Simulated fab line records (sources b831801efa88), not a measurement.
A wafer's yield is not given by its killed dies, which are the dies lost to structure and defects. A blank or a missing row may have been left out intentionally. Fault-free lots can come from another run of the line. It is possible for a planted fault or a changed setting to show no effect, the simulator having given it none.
A sampling plan put to the test | flow gf180mcu | one fab line, 41 faults that these records tell of, each judged on the records of the lots that it struck; 9 more are left out, because the records don't allow judging them
The plan consists of the line's own looks: route steps at which the wafer is read by a gauge or an inspection but not changed. A look is open to judgement when struck wafers have a number at it and the file gives its usual mean and standard deviation on fault-free wafers. Caught: a look later than the fault's first step finds the struck wafers' mean 4 or more of those standard deviations (sigma) from the usual mean. On the tool: the fault's steps, tested the same way using the tool's own readings. If the struck wafers alone have a blank record, or they carry another recipe, that too counts as caught.

THE FAULTS, as the simulator had put them in
1. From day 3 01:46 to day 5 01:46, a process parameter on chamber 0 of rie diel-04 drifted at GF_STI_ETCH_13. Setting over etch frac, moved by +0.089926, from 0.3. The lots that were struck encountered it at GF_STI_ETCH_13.
2. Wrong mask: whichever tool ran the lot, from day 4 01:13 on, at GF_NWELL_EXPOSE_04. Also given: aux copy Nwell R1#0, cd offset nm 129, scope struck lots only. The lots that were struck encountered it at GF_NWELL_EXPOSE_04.
3. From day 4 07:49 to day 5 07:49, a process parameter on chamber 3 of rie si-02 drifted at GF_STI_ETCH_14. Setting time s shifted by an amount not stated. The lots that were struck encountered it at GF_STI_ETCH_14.
4. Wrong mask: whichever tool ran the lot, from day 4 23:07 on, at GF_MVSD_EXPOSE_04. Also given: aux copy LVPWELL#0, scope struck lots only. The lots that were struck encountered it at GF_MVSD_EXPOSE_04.
5. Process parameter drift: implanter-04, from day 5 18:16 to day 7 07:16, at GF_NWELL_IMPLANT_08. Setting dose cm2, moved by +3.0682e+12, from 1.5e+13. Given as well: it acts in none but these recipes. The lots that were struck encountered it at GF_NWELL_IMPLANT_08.
6. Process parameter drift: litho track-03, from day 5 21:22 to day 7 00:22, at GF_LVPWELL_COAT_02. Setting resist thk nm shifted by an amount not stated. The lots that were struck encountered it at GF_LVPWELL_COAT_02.
7. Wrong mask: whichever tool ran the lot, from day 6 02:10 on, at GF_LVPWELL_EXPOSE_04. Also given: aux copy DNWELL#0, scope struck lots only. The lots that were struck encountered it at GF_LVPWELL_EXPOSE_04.
8. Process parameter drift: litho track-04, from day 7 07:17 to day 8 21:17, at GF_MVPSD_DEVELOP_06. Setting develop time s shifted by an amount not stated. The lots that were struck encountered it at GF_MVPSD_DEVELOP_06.
9. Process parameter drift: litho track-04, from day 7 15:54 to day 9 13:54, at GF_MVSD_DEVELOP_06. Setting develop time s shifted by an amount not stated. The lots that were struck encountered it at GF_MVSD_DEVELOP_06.
10. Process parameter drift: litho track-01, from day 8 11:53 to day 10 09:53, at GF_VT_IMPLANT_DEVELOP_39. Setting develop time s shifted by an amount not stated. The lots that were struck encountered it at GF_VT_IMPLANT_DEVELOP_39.
11. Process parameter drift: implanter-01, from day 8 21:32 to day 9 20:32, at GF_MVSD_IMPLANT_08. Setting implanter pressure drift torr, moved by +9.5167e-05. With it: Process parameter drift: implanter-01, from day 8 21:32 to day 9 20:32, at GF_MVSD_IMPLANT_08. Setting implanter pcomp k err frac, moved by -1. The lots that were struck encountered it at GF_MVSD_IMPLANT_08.
12. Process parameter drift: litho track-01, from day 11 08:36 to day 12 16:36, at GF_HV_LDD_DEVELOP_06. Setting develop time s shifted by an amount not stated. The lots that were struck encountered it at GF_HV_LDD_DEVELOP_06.
13. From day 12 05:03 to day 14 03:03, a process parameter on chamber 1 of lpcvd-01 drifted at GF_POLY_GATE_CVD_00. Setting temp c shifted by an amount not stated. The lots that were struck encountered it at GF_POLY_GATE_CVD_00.
14. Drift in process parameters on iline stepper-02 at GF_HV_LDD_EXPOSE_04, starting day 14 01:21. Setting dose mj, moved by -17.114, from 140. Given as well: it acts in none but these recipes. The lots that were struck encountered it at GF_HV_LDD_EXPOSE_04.
15. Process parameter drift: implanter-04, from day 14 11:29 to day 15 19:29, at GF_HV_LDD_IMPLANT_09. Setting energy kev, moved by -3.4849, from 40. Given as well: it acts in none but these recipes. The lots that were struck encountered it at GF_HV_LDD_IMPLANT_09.
16. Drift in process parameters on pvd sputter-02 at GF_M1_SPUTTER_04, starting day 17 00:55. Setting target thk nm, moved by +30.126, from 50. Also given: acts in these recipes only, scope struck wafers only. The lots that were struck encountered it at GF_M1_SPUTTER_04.
17. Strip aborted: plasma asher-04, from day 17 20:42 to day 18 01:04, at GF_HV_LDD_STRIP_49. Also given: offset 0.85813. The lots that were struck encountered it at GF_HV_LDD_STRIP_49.
18. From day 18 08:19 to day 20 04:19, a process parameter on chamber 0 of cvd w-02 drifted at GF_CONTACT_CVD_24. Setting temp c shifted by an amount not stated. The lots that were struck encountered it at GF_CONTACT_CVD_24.
19. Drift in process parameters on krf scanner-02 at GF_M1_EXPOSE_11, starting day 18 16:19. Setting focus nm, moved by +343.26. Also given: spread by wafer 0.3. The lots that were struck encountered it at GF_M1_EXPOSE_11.
20. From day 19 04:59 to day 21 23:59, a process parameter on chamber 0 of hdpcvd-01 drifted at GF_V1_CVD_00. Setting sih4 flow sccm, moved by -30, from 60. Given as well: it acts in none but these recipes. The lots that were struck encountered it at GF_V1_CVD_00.
21. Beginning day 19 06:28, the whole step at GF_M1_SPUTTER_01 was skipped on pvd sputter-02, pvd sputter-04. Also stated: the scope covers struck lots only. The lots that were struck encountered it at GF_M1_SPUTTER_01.
22. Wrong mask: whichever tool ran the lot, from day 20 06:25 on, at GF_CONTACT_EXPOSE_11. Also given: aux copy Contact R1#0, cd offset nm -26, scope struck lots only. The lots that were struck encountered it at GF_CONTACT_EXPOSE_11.
23. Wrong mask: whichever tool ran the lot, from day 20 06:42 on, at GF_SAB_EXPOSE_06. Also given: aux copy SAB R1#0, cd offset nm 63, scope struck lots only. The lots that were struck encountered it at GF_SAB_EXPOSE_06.
24. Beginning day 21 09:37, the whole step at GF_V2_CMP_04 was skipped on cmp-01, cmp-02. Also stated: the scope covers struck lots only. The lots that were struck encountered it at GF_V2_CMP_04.
25. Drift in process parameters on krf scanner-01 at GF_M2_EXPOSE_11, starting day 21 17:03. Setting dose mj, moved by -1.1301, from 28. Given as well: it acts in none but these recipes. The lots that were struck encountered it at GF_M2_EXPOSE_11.
26. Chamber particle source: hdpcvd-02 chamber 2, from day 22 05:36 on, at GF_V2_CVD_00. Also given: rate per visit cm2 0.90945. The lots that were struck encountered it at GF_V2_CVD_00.
27. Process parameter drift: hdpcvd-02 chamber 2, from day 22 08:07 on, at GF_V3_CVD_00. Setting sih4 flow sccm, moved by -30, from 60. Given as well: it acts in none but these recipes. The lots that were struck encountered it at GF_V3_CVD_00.
28. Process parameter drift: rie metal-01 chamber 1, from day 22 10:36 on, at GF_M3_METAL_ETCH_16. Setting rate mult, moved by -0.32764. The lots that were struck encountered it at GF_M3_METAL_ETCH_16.
29. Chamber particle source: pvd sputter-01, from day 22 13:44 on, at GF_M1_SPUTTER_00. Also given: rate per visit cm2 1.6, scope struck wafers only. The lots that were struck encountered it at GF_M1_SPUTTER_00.
30. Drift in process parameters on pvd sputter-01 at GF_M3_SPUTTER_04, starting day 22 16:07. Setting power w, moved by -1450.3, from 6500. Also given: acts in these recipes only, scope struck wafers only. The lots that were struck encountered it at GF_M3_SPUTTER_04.
31. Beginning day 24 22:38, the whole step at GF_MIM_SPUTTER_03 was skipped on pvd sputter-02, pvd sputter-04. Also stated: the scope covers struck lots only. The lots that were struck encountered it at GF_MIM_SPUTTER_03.
32. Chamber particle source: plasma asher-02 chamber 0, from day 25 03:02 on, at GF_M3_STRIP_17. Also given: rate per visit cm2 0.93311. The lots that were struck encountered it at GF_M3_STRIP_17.
33. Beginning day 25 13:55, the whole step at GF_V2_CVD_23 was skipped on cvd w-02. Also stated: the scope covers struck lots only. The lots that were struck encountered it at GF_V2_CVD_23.
34. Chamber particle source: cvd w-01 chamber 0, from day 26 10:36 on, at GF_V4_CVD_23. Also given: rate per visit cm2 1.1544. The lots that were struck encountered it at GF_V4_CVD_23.
35. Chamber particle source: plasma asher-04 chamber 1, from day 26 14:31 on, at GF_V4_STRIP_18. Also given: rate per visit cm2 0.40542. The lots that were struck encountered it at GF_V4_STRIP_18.
36. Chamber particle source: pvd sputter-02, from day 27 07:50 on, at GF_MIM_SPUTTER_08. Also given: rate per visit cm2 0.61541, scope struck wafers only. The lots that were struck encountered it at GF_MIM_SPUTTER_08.
37. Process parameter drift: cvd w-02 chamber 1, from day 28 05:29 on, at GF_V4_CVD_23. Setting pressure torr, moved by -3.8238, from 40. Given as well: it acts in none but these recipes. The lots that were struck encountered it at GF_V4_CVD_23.
38. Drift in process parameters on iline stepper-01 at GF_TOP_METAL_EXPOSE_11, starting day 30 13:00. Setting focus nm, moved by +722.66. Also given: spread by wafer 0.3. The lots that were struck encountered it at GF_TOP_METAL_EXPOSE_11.
39. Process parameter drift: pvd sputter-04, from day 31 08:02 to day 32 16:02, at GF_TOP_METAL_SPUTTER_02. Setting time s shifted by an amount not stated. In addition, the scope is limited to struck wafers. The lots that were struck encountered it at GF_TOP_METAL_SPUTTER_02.
40. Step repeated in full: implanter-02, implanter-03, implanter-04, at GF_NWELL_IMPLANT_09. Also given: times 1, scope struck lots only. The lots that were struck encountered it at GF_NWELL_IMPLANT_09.
41. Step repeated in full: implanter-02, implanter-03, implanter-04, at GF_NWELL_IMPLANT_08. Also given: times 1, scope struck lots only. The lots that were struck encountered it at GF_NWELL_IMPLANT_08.

WHAT THE PLAN SAW
fault | on the tool itself                               | first look that catches it                      | reading, sigma                                     | median hours from its first step to that look | hours from the fault's start to the first struck lot there | judged looks passed uncaught
1     | oes product au -5.6 sigma                        | not the one look that can be judged after it    | -                                                  | -                                             | -                                                          | 1
2     | under 2 sigma                                    | no look after it can be judged                  | -                                                  | -                                             | -                                                          | 0
3     | run length s -65 sigma                           | none of the 3 looks that can be judged after it | -                                                  | -                                             | -                                                          | 3
4     | no reading that can be judged                    | GF_MVSD_TW_MEAS_11                              | MVSD_TW -99 or beyond                              | 7.7                                           | 11                                                         | 0
5     | dose ions cm2 +99 or beyond sigma                | GF_NWELL_TW_MEAS_11                             | NWELL_TW +4.8                                      | 0.4                                           | 3                                                          | 0
6     | no reading that can be judged                    | none of the 2 looks that can be judged after it | -                                                  | -                                             | -                                                          | 2
7     | no reading that can be judged                    | GF_LVPWELL_TW_MEAS_11                           | LVPWELL_TW -99 or beyond                           | 7.5                                           | 10                                                         | 0
8     | no reading that can be judged                    | GF_MVPSD_TW_MEAS_11                             | MVPSD_TW -99 or beyond                             | 1.2                                           | 7                                                          | 0
9     | under 2 sigma                                    | not the one look that can be judged after it    | -                                                  | -                                             | -                                                          | 1
10    | under 2 sigma                                    | GF_VT_IMPLANT_TW_MEAS_43                        | VT_IMPLANT_4_TW -99 or beyond                      | 0.4                                           | 4                                                          | 0
11    | end station pressure torr +99 or beyond sigma    | GF_MVSD_TW_MEAS_11                              | MVSD_TW +6.6                                       | 0.4                                           | 4                                                          | 0
12    | under 2 sigma                                    | GF_HV_LDD_CD_MEAS_07                            | cd nm -13                                          | 0.2                                           | 5                                                          | 0
13    | susceptor temp C -47 sigma                       | GF_POLY_GATE_THK_MEAS_01                        | POLY_GATE_CVD_00_THK -23                           | 1.3                                           | 7                                                          | 0
14    | exposure dose mJ cm2 -99 or beyond sigma         | GF_HV_LDD_CD_MEAS_07                            | cd nm -12                                          | 10.8                                          | 15                                                         | 0
15    | beam energy keV -99 or beyond sigma              | none of the 2 looks that can be judged after it | strongest: HV_LDD_TW at GF_HV_LDD_TW_MEAS_11, -3.8 | -                                             | -                                                          | 2
16    | under 2 sigma                                    | GF_M1_THK_MEAS_06                               | M1_ALCU_THK -4.8                                   | 0.2                                           | 5                                                          | 1
17    | oes product au +37 sigma                         | not the one look that can be judged after it    | -                                                  | -                                             | -                                                          | 1
18    | susceptor temp C +99 or beyond sigma             | GF_CONTACT_RS_MEAS_25                           | CONTACT_W_RS -40                                   | 0.1                                           | 10                                                         | 0
19    | exposure dose mJ cm2 -14 sigma                   | GF_M1_CD_MEAS_14                                | cd nm -22                                          | 11.6                                          | 39                                                         | 0
20    | sih4 flow sccm -99 or beyond sigma               | GF_V1_THK_MEAS_01                               | V1_CVD_00_THK -44                                  | 0.1                                           | 15                                                         | 0
21    | the tool's record is blank for the struck wafers | no look after it can be judged                  | -                                                  | -                                             | -                                                          | 0
22    | under 2 sigma                                    | GF_CONTACT_CD_MEAS_14                           | cd nm -17                                          | 12.4                                          | 17                                                         | 0
23    | no reading that can be judged                    | GF_SAB_CD_MEAS_09                               | cd nm +29                                          | 12.4                                          | 15                                                         | 0
24    | the tool's record is blank for the struck wafers | not the one look that can be judged after it    | -                                                  | -                                             | -                                                          | 1
25    | exposure dose mJ cm2 -4.6 sigma                  | GF_M2_CD_MEAS_14                                | cd nm +4.0                                         | 11.8                                          | 33                                                         | 0
26    | no reading that can be judged                    | not the one look that can be judged after it    | -                                                  | -                                             | -                                                          | 1
27    | sih4 flow sccm -99 or beyond sigma               | GF_V3_THK_MEAS_01                               | V3_CVD_00_THK -47                                  | 0.1                                           | 41                                                         | 0
28    | oes product au -25 sigma                         | no look after it can be judged                  | -                                                  | -                                             | -                                                          | 0
29    | only faintly: chamber pressure pa +3.0 sigma     | not the one look that can be judged after it    | -                                                  | -                                             | -                                                          | 1
30    | cathode dc power W -99 or beyond sigma           | none of the 7 looks that can be judged after it | -                                                  | -                                             | -                                                          | 7
31    | the tool's record is blank for the struck wafers | no look after it can be judged                  | -                                                  | -                                             | -                                                          | 0
32    | under 2 sigma                                    | not the one look that can be judged after it    | -                                                  | -                                             | -                                                          | 1
33    | the tool's record is blank for the struck wafers | GF_V2_RS_MEAS_24                                | V2_W_RS +99 or beyond                              | 0.1                                           | 6                                                          | 0
34    | under 2 sigma                                    | none of the 2 looks that can be judged after it | -                                                  | -                                             | -                                                          | 2
35    | under 2 sigma                                    | no look after it can be judged                  | -                                                  | -                                             | -                                                          | 0
36    | under 2 sigma                                    | none of the 4 looks that can be judged after it | strongest: cd nm at GF_M5_CD_MEAS_07, -2.8         | -                                             | -                                                          | 4
37    | chamber pressure Torr -43 sigma                  | GF_V4_RS_MEAS_24                                | V4_W_RS +7.2                                       | 0.2                                           | 11                                                         | 0
38    | exposure dose mJ cm2 -31 sigma                   | GF_TOP_METAL_CD_MEAS_14                         | cd nm -11                                          | 7.9                                           | 33                                                         | 0
39    | under 2 sigma                                    | GF_TOP_METAL_RS_MEAS_05                         | TOP_METAL_ALCU_RS -32                              | 0.1                                           | 11                                                         | 0
40    | under 2 sigma                                    | GF_VT_IMPLANT_RS_MEAS_47                        | NWELL_RS -37                                       | 106.5                                         | -                                                          | 1
41    | no reading that can be judged                    | GF_NWELL_TW_MEAS_11                             | NWELL_TW +20                                       | 0.7                                           | -                                                          | 0
A dash: this means the fault isn't caught or the number doesn't appear in these records.

Caught at a look: 23 of 41. Caught on the tool: 21 of 41. By one or the other: 32 of 41.
Faults caught by the tool alone: 1, 3, 15, 17, 21, 24, 28, 30, 31.
Caught at a look alone: faults 4, 7, 8, 10, 12, 16, 22, 23, 39, 40, 41.
Caught by neither: faults 2, 6, 9, 26, 29, 32, 34, 35, 36.

THINNER SAMPLING
In the worst case, this is how late the first struck lot would be measured if the look that catches a fault measured only every second or every third lot, by lot number:
fault | struck lots at that look, in order of time | every lot | every second lot | every third lot
4     | L341                                       | 11 h      | may miss it      | may miss it
5     | L838, L839                                 | 3 h       | 7 h              | may miss all 2
7     | L669                                       | 10 h      | may miss it      | may miss it
8     | L777, L778                                 | 7 h       | 12 h             | may miss all 2
10    | L624, L625, L626                           | 4 h       | 10 h             | 18 h
11    | L448, L449                                 | 4 h       | 8 h              | may miss all 2
12    | L449, L453                                 | 5 h       | may miss all 2   | may miss all 2
13    | L748, L749                                 | 7 h       | 17 h             | may miss all 2
14    | L819, L822, L823, L824                     | 15 h      | 36 h             | 49 h
16    | L326                                       | 5 h       | may miss it      | may miss it
18    | L945, L946                                 | 10 h      | 21 h             | may miss all 2
19    | L586, L587                                 | 39 h      | 56 h             | may miss all 2
20    | L378, L380                                 | 15 h      | may miss all 2   | may miss all 2
22    | L427                                       | 17 h      | may miss it      | may miss it
23    | L756                                       | 15 h      | may miss it      | may miss it
25    | L520                                       | 33 h      | may miss it      | may miss it
27    | L865                                       | 41 h      | may miss it      | may miss it
33    | L349, L350                                 | 6 h       | 17 h             | may miss all 2
37    | L894                                       | 11 h      | may miss it      | may miss it
38    | L555                                       | 33 h      | may miss it      | may miss it
39    | L407                                       | 11 h      | may miss it      | may miss it
Hours are from the fault's start to the first struck lot that is measured. Since the struck wafers were tested as one group against 4 sigma, a single lot by itself may lie under the limit. Other struck lots may not be in these records.

THE LONGEST TIMED WAY FROM STEP TO LOOK
For fault 40, GF_NWELL_IMPLANT_09 and GF_VT_IMPLANT_RS_MEAS_47 are separated by a median of 106.5 hours. The look between them that can be judged stayed within 4 sigma: GF_NWELL_TW_MEAS_11.
